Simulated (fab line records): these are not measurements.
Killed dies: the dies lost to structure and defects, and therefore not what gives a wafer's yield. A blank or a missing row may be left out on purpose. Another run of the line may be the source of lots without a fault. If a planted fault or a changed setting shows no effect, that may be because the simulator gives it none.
Struck lot and sound lot, side by side | flow sky130 | 17 steps out of a route of 708
Sound: wafers L475.1, L475.3, L475.5. Struck: wafer L464.4 (left out: L464.2, a lot-mate that was not struck); the cause follows at the end.
Each step with rows lists, per side, the tool, then ch with its chambers, then its first start. Under that, the readings that differ: sound wafers | struck wafers | difference of the means | sigmas: that difference in standard deviations of wafers without a fault.
alike: readings whose means differ by less than 2 such deviations, and words and numbers that are the same on both sides. not compared: withheld readings, readings that some wafer has no value for, bounds like >300 that may hide the same value, and numbers for which the record gives no deviation and whose values overlap.
A row with sigmas, a row that says differs or no value, or rows on one side alone: a step with any of these is where the two part. Numbers that don't overlap but have no deviation are shown without sigmas and don't part them. A reading that every wafer of one side lacks parts them only if that side has two wafers or more.

first, 1 step without rows for these wafers: SKY_NWELL_IMPLANT_24.
SKY_NWELL_STRIP_25: strips in O2/N2.
  sound on plasma_asher-01 ch 0, day 10 11:35; struck on plasma_asher-04 ch 0, day 7 22:56
  alike: drypump_motor_current_A, oes_product_au, strip_time_to_endpoint_s
  not compared: rf_hours_counter_h
SKY_NWELL_TW_MEAS_26:
  sound on film_metro-03 at day 10 11:41; struck on film_metro-04 at day 7 23:03
  alike: NWELL_2_TW
then, 1 step without rows for these wafers: SKY_NWELL_CLEAN_27 (cleans in SC1/SC2, time 150 s).
SKY_NWELL_RTA_28: time 30 s.
  sound on rtp_anneal-01 ch 0, day 10 11:48; struck on rtp_anneal-01 ch 0, day 7 23:10
  alike: chamber_o2_ppm, lamp_power_pct, wafer_temp_C_max
SKY_NWELL_RS_MEAS_29: measurement is done with a four-point probe.
  sound on film_metro-02 at day 10 11:54; struck on film_metro-02 at day 7 23:17
  alike: NWELL_RS
SKY_NWELL_RS_MEAS_31: measurement is done with a four-point probe.
  sound on film_metro-02 at day 10 12:08; struck on film_metro-02 at day 7 23:31
  reading          | sound          | struck | difference | sigmas
  PWDE_RS (ohm/sq) | 5296 5287 5263 | 5329   | +47        | +2
then, 4 steps without rows for these wafers: SKY_VT_ADJUST_HVTP_DEHYDRATE_00 (time 60 s); SKY_VT_ADJUST_HVTP_HMDS_01 (prime time 60 s); SKY_VT_ADJUST_HVTP_COAT_02 (resist thk 1140 nm); SKY_VT_ADJUST_HVTP_SOFTBAKE_03 (time 60 s).
SKY_VT_ADJUST_HVTP_EXPOSE_04: exposes mask HVTPM, target cd 380 nm.
  sound on iline_stepper-01 ch 0, day 11 00:16; struck on iline_stepper-02 ch 0, day 8 08:40
  alike: mask
then, 2 steps without rows for these wafers: SKY_VT_ADJUST_HVTP_PEB_05; SKY_VT_ADJUST_HVTP_DEVELOP_06 (develop time 60 s).
SKY_VT_ADJUST_HVTP_CD_MEAS_07: target cd 380 nm.
  sound on cd_sem-01 at day 11 11:42; struck on cd_sem-02 at day 8 19:28
  reading    | sound             | struck | difference | sigmas
  cd_nm (nm) | 378.4 380.2 378.6 | 351.4  | -27.7      | -10
SKY_VT_ADJUST_HVTP_OVL_MEAS_08:
  sound on overlay-01 at day 11 11:49; struck on overlay-02 at day 8 19:35
  reading                 | sound         | struck | difference | sigmas
  VT_ADJUST_HVTP_OVL (nm) | -1.7 -0.4 0.3 | -3.4   | -2.8       | -2
SKY_PAD_OPEN_PROBE_99:
  sound wafers here have rows in the record (prober-01, day 50 11:05); struck ones have none

== WHERE THEY PART ==
Earliest at SKY_NWELL_RS_MEAS_31; latest, in this record, at SKY_PAD_OPEN_PROBE_99.

WHY: whatever the simulator had introduced
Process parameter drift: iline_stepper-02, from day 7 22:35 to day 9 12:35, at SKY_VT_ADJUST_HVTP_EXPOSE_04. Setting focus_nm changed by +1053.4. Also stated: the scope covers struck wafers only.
